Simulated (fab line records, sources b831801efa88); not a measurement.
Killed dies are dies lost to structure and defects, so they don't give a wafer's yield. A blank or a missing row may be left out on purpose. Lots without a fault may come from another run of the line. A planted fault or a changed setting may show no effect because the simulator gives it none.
fab line records | flow sky130 | part 1 of 2: steps 1 to 43 of 44
record lots=6 wafers=18 last_day=50
route steps=708 shown VIA2@527 METAL3@532 CAPM@537 PAD_OPEN@708
lots that met no fault: from a run of the same line without faults
start_h: hours from the record's first day to the start of the lot's first wafer shown | wait_h: hours since the lot's step before | " the same as in the row above | L1.1+2: a row that stands for several wafers | - no value, or no start given | * or withheld: withheld | < > ~ a bound
route shown NAME@n: a module of which the file shows steps, and the number in the route of the first | usual: mean/standard deviation of fault-free wafers | same: alike in all rows | chamber/n: place in a boat | sites: the reading at each site | _std_site: their standard deviation | _edge_site: outer sites' mean less inner sites' | radius_mm: how far each site lies from the wafer's centre | mask NAME#n: copy n | behind: the tool/chamber that last shaped the wafer | hold: why the lot was held/for how many hours/how that ended | device: the transistor (n, p or np) that didn't switch | end of line: the same wafers' tests at the end of the route | a step without rows: its recipe alone | killed: dies lost to structure and defects at the first sort, not the wafer's yield | map: a wafer's dies, x killed, . not, _ none there
set.NAME: the setting as run; set.NAME@STEP: as run at that earlier step | model.NAME: the simulator's own value behind a step, which no gauge read
lots at some steps of the route; a table a step, a row a wafer
services: from which hour (start_h, from the record's first day; less than 0 if before it) a tool's chamber was out of use, for how many hours, and why
## steps
# step SKY_VIA2_SPUTTER_20
# recipe material=TiN target_thk_nm=20 chamber_pressure_pa=5 power_w=4000 time_s=80
# usual throttle_valve_pct=29.9/0.73
# columns lot.wafer tool chamber start_h wait_h throttle_valve_pct
L943.4 pvd_sputter-02 - 861.16 0.0 30.5
L943.5 " - " " 30.9
L943.6 " - " " 30.3
L944.1 pvd_sputter-03 - 863.12 0.0 28.5
L944.3 " - " " 30.6
L944.6 " - " " 29.5
L945.1 pvd_sputter-03 - 880.91 0.0 29.3
L945.4 " - " " 30.5
L945.5 " - " " 29.6
L948.1 pvd_sputter-03 - 906.21 0.0 29.4
L948.3 " - " " 29.6
L948.5 " - " " 29.6
L964.1 pvd_sputter-04 - 1009.83 0.0 29.0
L964.5 " - " " 30.8
L964.6 " - " " 29.0
L965.1 pvd_sputter-04 - 1015.29 0.0 30.8
L965.2 " - " " 30.0
L965.6 " - " " 31.1
# step SKY_VIA2_CVD_21
# recipe material=W target_thk_nm=420 time_s=126.4 temp_c=400 pressure_torr=40
# usual heater_power_w=860/57
# columns lot.wafer tool chamber start_h wait_h heater_power_w
L943.4 cvd_w-01 0 861.26 0.1 864
L943.5 " 0 " " 869
L943.6 " 1 " " 818
L944.1 cvd_w-02 1 863.18 0.0 958
L944.3 " 0 " " 859
L944.6 " 0 " " 836
L945.1 cvd_w-01 1 880.97 0.0 854
L945.4 " 1 " " 813
L945.5 " 0 " " 882
L948.1 cvd_w-02 0 906.27 0.0 846
L948.3 " 0 " " 849
L948.5 " 0 " " 827
L964.1 cvd_w-01 0 1009.89 0.0 823
L964.5 " 1 " " 763
L964.6 " 0 " " 830
L965.1 cvd_w-02 1 1015.35 0.0 964
L965.2 " 0 " " 854
L965.6 " 0 " " 865
# step SKY_VIA2_RS_MEAS_22
# recipe thk_meas_gauge=four-point-probe reads=W_of_VIA2_CVD_21+TiN_of_VIA2_SPUTTER_20
# usual VIA2_W_RS=0.273/0.0035
# columns lot.wafer tool chamber start_h wait_h VIA2_W_RS[ohm/sq]
L943.4 film_metro-02 - 861.41 0.1 0.275
L943.5 " - " " 0.272
L943.6 " - " " 0.274
L944.1 film_metro-01 - 863.31 0.1 0.274
L944.3 " - " " 0.269
L944.6 " - " " 0.273
L945.1 film_metro-04 - 881.10 0.1 0.277
L945.4 " - " " 0.275
L945.5 " - " " 0.276
L948.1 film_metro-04 - 906.53 0.2 0.270
L948.3 " - " " 0.271
L948.5 " - " " 0.269
L964.1 film_metro-01 - 1010.02 0.1 0.280
L964.5 " - " " 0.275
L964.6 " - " " 0.277
L965.1 film_metro-02 - 1015.48 0.1 0.272
L965.2 " - " " 0.272
L965.6 " - " " 0.273
# step SKY_VIA2_THK_MEAS_23
# recipe thk_meas_gauge=xrf reads=W_of_VIA2_CVD_21
# usual VIA2_W_THK=422/5.7
# columns lot.wafer tool chamber start_h wait_h VIA2_W_THK[nm]
L943.4 film_metro-02 - 861.50 0.1 417
L943.5 " - " " 425
L943.6 " - " " 421
L944.1 film_metro-01 - 863.43 0.1 416
L944.3 " - " " 425
L944.6 " - " " 419
L945.1 film_metro-04 - 881.22 0.1 413
L945.4 " - " " 418
L945.5 " - " " 419
L948.1 film_metro-04 - 906.65 0.1 427
L948.3 " - " " 423
L948.5 " - " " 426
L964.1 film_metro-01 - 1010.14 0.1 415
L964.5 " - " " 422
L964.6 " - " " 419
L965.1 film_metro-02 - 1015.60 0.1 415
L965.2 " - " " 416
L965.6 " - " " 416
# step SKY_VIA2_CMP_24
# recipe stop_on=SiO2 t_overpolish_s=20 down_force_psi=3.5 platen_rpm=60 target_thk_nm=0 pad_velocity_m_s=0.94248
# step SKY_METAL3_SPUTTER_00
# recipe material=Ti target_thk_nm=15 power_w=3000 time_s=10 chamber_pressure_pa=0.4
# step SKY_METAL3_SPUTTER_01
# recipe material=TiN target_thk_nm=20 power_w=6500 time_s=16.7 chamber_pressure_pa=0.4
# step SKY_METAL3_SPUTTER_02
# recipe material=AlCu target_thk_nm=735 power_w=10600 time_s=39.1 chamber_pressure_pa=0.4
# usual throttle_valve_pct=30.4/0.83
# columns lot.wafer tool chamber start_h wait_h throttle_valve_pct
L943.4 pvd_sputter-01 - 861.88 0.0 32.3
L943.5 " - " " 31.2
L943.6 " - " " 29.8
L944.1 pvd_sputter-02 - 863.84 0.0 30.0
L944.3 " - " " 30.8
L944.6 " - " " 30.2
L945.1 pvd_sputter-02 - 881.63 0.0 31.1
L945.4 " - " " 29.9
L945.5 " - " " 29.8
L948.1 pvd_sputter-02 - 907.06 0.0 29.8
L948.3 " - " " 30.8
L948.5 " - " " 30.2
L964.1 pvd_sputter-01 - 1011.02 0.0 29.6
L964.5 " - " " 32.1
L964.6 " - " " 31.0
L965.1 pvd_sputter-01 - 1016.01 0.0 31.4
L965.2 " - " " 29.6
L965.6 " - " " 29.6
# step SKY_METAL3_SPUTTER_03
# recipe material=Ti target_thk_nm=5 power_w=3000 time_s=3.3 chamber_pressure_pa=0.4
# usual throttle_valve_pct=30.5/0.85
# columns lot.wafer tool chamber start_h wait_h throttle_valve_pct
L943.4 pvd_sputter-01 - 861.92 0.0 32.2
L943.5 " - " " 31.5
L943.6 " - " " 29.7
L944.1 pvd_sputter-02 - 863.87 0.0 30.2
L944.3 " - " " 30.8
L944.6 " - " " 30.4
L945.1 pvd_sputter-02 - 881.67 0.0 30.9
L945.4 " - " " 30.1
L945.5 " - " " 29.6
L948.1 pvd_sputter-02 - 907.09 0.0 29.3
L948.3 " - " " 30.3
L948.5 " - " " 30.4
L964.1 pvd_sputter-01 - 1011.06 0.0 29.6
L964.5 " - " " 32.2
L964.6 " - " " 31.4
L965.1 pvd_sputter-01 - 1016.05 0.0 31.2
L965.2 " - " " 29.5
L965.6 " - " " 29.4
# step SKY_METAL3_SPUTTER_04
# recipe material=TiN target_thk_nm=70 power_w=6284 time_s=58.3 chamber_pressure_pa=0.4
# step SKY_CAPM_CVD_00
# recipe material=SiO2 target_thk_nm=15.5 temp_c=400 time_s=withheld rf_w=450
# usual heater_power_w=718/88
# columns lot.wafer tool chamber start_h wait_h heater_power_w
L943.4 pecvd-03 1 861.99 0.0 702
L943.5 " 2 " " 751
L943.6 " 0 " " 802
L944.1 pecvd-04 0 863.94 0.0 902
L944.3 " 2 " " 689
L944.6 " 0 " " 892
L945.1 pecvd-01 2 881.74 0.0 633
L945.4 " 0 " " 559
L945.5 " 2 " " 631
L948.1 pecvd-03 0 907.16 0.0 799
L948.3 " 1 " " 771
L948.5 " 0 " " 812
L964.1 pecvd-04 2 1011.13 0.0 652
L964.5 " 2 " " 678
L964.6 " 1 " " 813
L965.1 pecvd-01 2 1016.12 0.0 645
L965.2 " 0 " " 575
L965.6 " 2 " " 646
# step SKY_CAPM_THK_MEAS_01
# recipe reads=SiO2_of_CAPM_CVD_00
# usual CAPM_CVD_00_THK=15.49/0.23
# columns lot.wafer tool chamber start_h wait_h CAPM_CVD_00_THK[nm]
L943.4 film_metro-03 - 862.04 - 15.35
L943.5 " - " " 15.50
L943.6 " - " " 15.49
L944.1 film_metro-03 - 863.96 - 15.96
L944.3 " - " " 15.56
L944.6 " - " " 16.23
L945.1 film_metro-02 - 881.76 - 15.08
L945.4 " - " " 15.55
L945.5 " - " " 15.32
L948.1 film_metro-02 - 907.18 - 15.04
L948.3 " - " " 15.08
L948.5 " - " " 15.25
L964.1 film_metro-03 - 1011.15 - 15.33
L964.5 " - " " 15.55
L964.6 " - " " 15.69
L965.1 film_metro-02 - 1016.15 - 15.26
L965.2 " - " " 15.19
L965.6 " - " " 15.56
# step SKY_CAPM_SPUTTER_02
# recipe material=TiN target_thk_nm=200 temp_c=300 power_w=6500 time_s=166.7 chamber_pressure_pa=0.4
# usual throttle_valve_pct=30.4/1
# columns lot.wafer tool chamber start_h wait_h throttle_valve_pct model.TiN_of_CAPM_SPUTTER_02.thk_nm
L943.4 pvd_sputter-03 - 862.07 0.0 29.2 195.6
L943.5 " - " " 29.2 197.5
L943.6 " - " " 29.0 197.6
L944.1 pvd_sputter-01 - 864.02 0.1 32.4 201.9
L944.3 " - " " 30.8 202.4
L944.6 " - " " 31.0 197.1
L945.1 pvd_sputter-04 - 881.82 0.1 30.1 201.9
L945.4 " - " " 29.0 204.9
L945.5 " - " " 31.0 202.7
L948.1 pvd_sputter-01 - 907.24 0.1 29.6 200.5
L948.3 " - " " 31.2 199
L948.5 " - " " 30.5 202.2
L964.1 pvd_sputter-04 - 1011.21 0.1 30.6 154.5
L964.5 " - " " 31.0 153.6
L964.6 " - " " 29.0 157.5
L965.1 pvd_sputter-04 - 1016.21 0.1 30.8 152.5
L965.2 " - " " 28.9 154.9
L965.6 " - " " 30.2 154.9
# step SKY_CAPM_RS_MEAS_03
# recipe thk_meas_gauge=four-point-probe reads=TiN_of_CAPM_SPUTTER_02
# usual CAPM_TIN_RS=6.91/0.083
# columns lot.wafer tool chamber start_h wait_h CAPM_TIN_RS[ohm/sq]
L943.4 film_metro-01 - 862.23 0.1 7.06
L943.5 " - " " 6.99
L943.6 " - " " 6.99
L944.1 film_metro-02 - 864.13 0.1 6.84
L944.3 " - " " 6.83
L944.6 " - " " 7.03
L945.1 film_metro-03 - 881.93 0.1 6.84
L945.4 " - " " 6.74
L945.5 " - " " 6.81
L948.1 film_metro-01 - 907.35 0.1 6.89
L948.3 " - " " 6.95
L948.5 " - " " 6.82
L964.1 film_metro-01 - 1011.32 0.1 9.00
L964.5 " - " " 9.05
L964.6 " - " " 8.81
L965.1 film_metro-03 - 1016.32 0.1 9.13
L965.2 " - " " 8.97
L965.6 " - " " 8.97
# step SKY_CAPM_THK_MEAS_04
# recipe thk_meas_gauge=xrf reads=TiN_of_CAPM_SPUTTER_02
# usual CAPM_TIN_THK=198.4/2.5
# columns lot.wafer tool chamber start_h wait_h CAPM_TIN_THK[nm]
L943.4 film_metro-01 - 862.32 0.1 194.4
L943.5 " - " " 196.5
L943.6 " - " " 196.4
L944.1 film_metro-02 - 864.25 0.1 199.0
L944.3 " - " " 200.0
L944.6 " - " " 193.9
L945.1 film_metro-03 - 882.05 0.1 201.4
L945.4 " - " " 203.9
L945.5 " - " " 201.7
L948.1 film_metro-01 - 907.47 0.1 199.6
L948.3 " - " " 198.4
L948.5 " - " " 201.7
L964.1 film_metro-01 - 1011.44 0.1 153.5
L964.5 " - " " 152.5
L964.6 " - " " 156.2
L965.1 film_metro-03 - 1016.44 0.1 151.6
L965.2 " - " " 153.7
L965.6 " - " " 154.2
# step SKY_CAPM_DEHYDRATE_05
# recipe temp_c=200 time_s=60
# step SKY_CAPM_HMDS_06
# recipe prime_time_s=60 prime_temp_c=120
# step SKY_CAPM_COAT_07
# recipe resist=NOVOLAK spin_rpm=3000 resist_thk_nm=1140
# step SKY_CAPM_SOFTBAKE_08
# recipe temp_c=90 time_s=60 resist=NOVOLAK
# step SKY_CAPM_EXPOSE_09
# recipe mask_id=CAPM na=0.6 source_shape=conventional sigma_outer=0.6 polarization=unpolarized target_cd_nm=1000 dose_mj=159
# step SKY_CAPM_PEB_10
# recipe temp_c=withheld time_s=* resist=NOVOLAK
# step SKY_CAPM_DEVELOP_11
# recipe resist=NOVOLAK developer=TMAH develop_time_s=60 dev_temp_c=23
# step SKY_CAPM_OVL_MEAS_12
# usual CAPM_OVL=-1.2/1.2
# columns lot.wafer tool chamber start_h wait_h CAPM_OVL[nm]
L943.4 overlay-01 - 886.63 0.1 -0.5
L943.5 " - " " -1.9
L943.6 " - " " -0.1
L944.1 overlay-02 - 889.85 0.1 -2.4
L944.3 " - " " -1.7
L944.6 " - " " -2.4
L945.1 overlay-01 - 907.79 0.1 -2.0
L945.4 " - " " -2.3
L945.5 " - " " -1.6
L948.1 overlay-02 - 931.86 0.1 -2.5
L948.3 " - " " -2.9
L948.5 " - " " -1.7
L964.1 overlay-01 - 1033.45 0.1 0.4
L964.5 " - " " 1.0
L964.6 " - " " 0.9
L965.1 overlay-01 - 1037.95 0.1 -1.4
L965.2 " - " " -0.2
L965.6 " - " " -1.9
# step SKY_CAPM_METAL_ETCH_13
# recipe target_depth_nm=220 stop_on=SiO2 chemistry=Cl2/BCl3 target=TiN pressure_mtorr=10 icp_w=900 bias_w=48.5 Cl2_flow_sccm=60 bcl3_flow_sccm=30 time_s=62.9
# usual drypump_motor_current_A=6.0/0.41 oes_product_au=0.941/0.0079 throttle_valve_pct=21.903/0.0096
# columns lot.wafer tool chamber start_h wait_h drypump_motor_current_A oes_product_au rf_hours_counter_h throttle_valve_pct
L943.4 rie_metal-02 1 886.67 0.0 6.1 0.936 - 21.926
L943.5 " 1 " " 6.1 0.932 - 21.903
L943.6 " 0 " " 6.5 0.938 - 21.917
L944.1 rie_metal-03 0 889.89 0.0 5.4 0.947 17 21.898
L944.3 " 0 " " 5.4 0.950 - 21.898
L944.6 " 1 " " 6.3 0.935 - 21.907
L945.1 rie_metal-02 1 907.82 0.0 6.1 0.942 4 21.897
L945.4 " 0 " " 6.5 0.959 - 21.887
L945.5 " 0 " " 6.5 0.951 - 21.904
L948.1 rie_metal-04 1 931.90 0.0 5.5 0.942 2 21.898
L948.3 " 1 " " 5.5 0.939 - 21.907
L948.5 " 1 " " 5.5 0.951 - 21.905
L964.1 rie_metal-02 0 1033.49 0.0 6.5 0.810 10 21.983
L964.5 " 1 " " 6.1 0.808 - 21.982
L964.6 " 0 " " 6.5 0.822 - 21.966
L965.1 rie_metal-03 1 1037.99 0.0 6.3 0.813 22 21.993
L965.2 " 0 " " 5.4 0.803 7 21.991
L965.6 " 0 " " 5.4 0.818 - 21.973
# step SKY_CAPM_STRIP_14
# recipe chemistry=O2/N2 power_w=1400 pressure_mtorr=1500 platen_temp_c=withheld o2_flow_sccm=3000 n2_flow_sccm=300 overash_fraction=0.5
# step SKY_CAPM_STRIP_15
# recipe chemistry=post_etch_residue_remover time_s=1200 temp_c=72.5
# step SKY_CAPM_CLEAN_16
# recipe chemistry=IPA time_s=180 temp_c=25
# step SKY_CAPM_CLEAN_17
# recipe chemistry=O3/DIW dry=n2_spin
# step SKY_METAL3_DEHYDRATE_05
# recipe temp_c=200 time_s=60
# step SKY_METAL3_HMDS_06
# recipe prime_time_s=60 prime_temp_c=120
# step SKY_METAL3_COAT_07
# recipe resist=BARC temp_c=withheld time_s=withheld spin_rpm=3000 resist_thk_nm=60
# step SKY_METAL3_COAT_08
# recipe resist=KrF-thick spin_rpm=3000 resist_thk_nm=1140
# step SKY_METAL3_SOFTBAKE_09
# recipe temp_c=100 time_s=90 resist=KrF-thick
# step SKY_METAL3_EXPOSE_10
# recipe mask_id=MM3 na=0.68 source_shape=annular sigma_inner=0.4 sigma_outer=0.8 target_cd_nm=300 dose_mj=28
# step SKY_METAL3_PEB_11
# recipe peb_temp_c=withheld peb_time_s=withheld resist=KrF-thick
# step SKY_METAL3_DEVELOP_12
# recipe develop_time_s=60 resist=KrF-thick dev_temp_c=20.23
# step SKY_METAL3_CD_MEAS_13
# recipe target_cd_nm=300
# usual cd_nm=299.9/1.3
# columns lot.wafer tool chamber start_h wait_h cd_nm
L943.4 cd_sem-02 - 912.85 - 299.9
L943.5 " - " " 298.5
L943.6 " - " " 299.1
L944.1 cd_sem-02 - 916.16 - 296.9
L944.3 " - " " 298.4
L944.6 " - " " 297.6
L945.1 cd_sem-01 - 933.61 - 298.5
L945.4 " - " " 299.3
L945.5 " - " " 299.9
L948.1 cd_sem-02 - 957.09 - 299.8
L948.3 " - " " 299.8
L948.5 " - " " 301.4
L964.1 cd_sem-01 - 1055.79 - 300.4
L964.5 " - " " 302.1
L964.6 " - " " 300.3
L965.1 cd_sem-01 - 1060.79 - 300.1
L965.2 " - " " 301.1
L965.6 " - " " 300.4
# step SKY_METAL3_OVL_MEAS_14
# usual METAL3_OVL=2/6
# columns lot.wafer tool chamber start_h wait_h METAL3_OVL[nm]
L943.4 overlay-02 - 912.93 0.1 -1
L943.5 " - " " -1
L943.6 " - " " 2
L944.1 overlay-01 - 916.28 0.1 7
L944.3 " - " " 5
L944.6 " - " " 7
L945.1 overlay-01 - 933.73 0.1 15
L945.4 " - " " 13
L945.5 " - " " 13
L948.1 overlay-02 - 957.21 0.1 -4
L948.3 " - " " -5
L948.5 " - " " -5
L964.1 overlay-01 - 1055.91 0.1 7
L964.5 " - " " -1
L964.6 " - " " 5
L965.1 overlay-01 - 1060.91 0.1 0
L965.2 " - " " 3
L965.6 " - " " 1
# step SKY_METAL3_DESCUM_15
# recipe chemistry=O2 source_power_w=150 bias_power_w=0 pressure_mtorr=10 temp_c=40 time_s=8
# step SKY_METAL3_ETCH_16
# recipe chemistry=N2/H2 target=BARC ion_energy_ev=200 bias_w=100 pressure_mtorr=30 n2_flow_sccm=100 h2_flow_sccm=200 icp_w=500 stop_on=SiO2 time_s=88.2 target_depth_a=600
# step SKY_METAL3_ETCH_17
# recipe target=SiO2 stop_on=TiN chemistry=C4F8/O2/Ar source_w=1500 bias_w=1200 pressure_mtorr=40 c4f8_flow_sccm=withheld O2_flow_sccm=6 Ar_flow_sccm=300 time_s=3.9 target_depth_a=150
# step SKY_METAL3_METAL_ETCH_18
# recipe target_depth_a=8450 stop_on=SiO2 over_etch_frac=0.3 time_s=183.1 chemistry=Cl2/BCl3 resist_sidewall_deg=88 pressure_mtorr=10 icp_w=900 bias_w=48.5 Cl2_flow_sccm=60 bcl3_flow_sccm=30
# step SKY_METAL3_STRIP_20
# recipe chemistry=post_etch_residue_remover time_s=1200 temp_c=72.5
# columns lot.wafer tool chamber start_h wait_h model.TiN_of_CAPM_SPUTTER_02.thk_nm
L943.4 wet_bench-03 2 913.37 0.0 194.8
L943.5 " 2 " " 196.6
L943.6 " 2 " " 196.8
L944.1 wet_bench-03 0 916.92 0.1 201.1
L944.3 " 0 " " 201.5
L944.6 " 0 " " 196.2
L945.1 wet_bench-04 3 934.19 0.1 201.1
L945.4 " 3 " " 204
L945.5 " 3 " " 201.9
L948.1 wet_bench-02 1 957.67 0.1 199.7
L948.3 " 1 " " 198.1
L948.5 " 1 " " 201.4
L964.1 wet_bench-04 2 1056.37 0.1 153.7
L964.5 " 2 " " 152.8
L964.6 " 2 " " 156.7
L965.1 wet_bench-03 2 1061.38 0.1 151.6
L965.2 " 2 " " 154.1
L965.6 " 2 " " 154
## key
first_sign step=SKY_CAPM_RS_MEAS_03 reading=CAPM_TIN_RS direction=up sigmas=25 usual=6.91 struck=8.99
effect step=SKY_CAPM_THK_MEAS_04 reading=CAPM_TIN_THK direction=down sigmas=18 usual=198.4 struck=153.6
effect step=SKY_CAPM_METAL_ETCH_13 reading=oes_product_au direction=down sigmas=16 usual=0.941 struck=0.812
model_effect step=SKY_CAPM_SPUTTER_02 value=TiN_of_CAPM_SPUTTER_02.thk_nm without=200.1 struck=154.7
model_effect step=SKY_METAL3_STRIP_20 value=TiN_of_CAPM_SPUTTER_02.thk_nm without=199.2 struck=153.8
model_effect step=SKY_PAD_OPEN_PROBE_99 value=etest.cap_mim.plate_ohm_sq without=6.033 struck=7.805
met_at SKY_CAPM_SPUTTER_02
struck_wafers L964.1,L964.5,L964.6,L965.1,L965.2,L965.6
onset_between 881.82 1011.21
also_fits time
fault kind=process_parameter_drift tool=pvd_sputter-04 chamber=- onset_h=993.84 steps=SKY_CAPM_SPUTTER_02 channel=target_thk_nm offset=-45.424 shape=step end_h=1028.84 acts_in=these_recipes_only stated=200
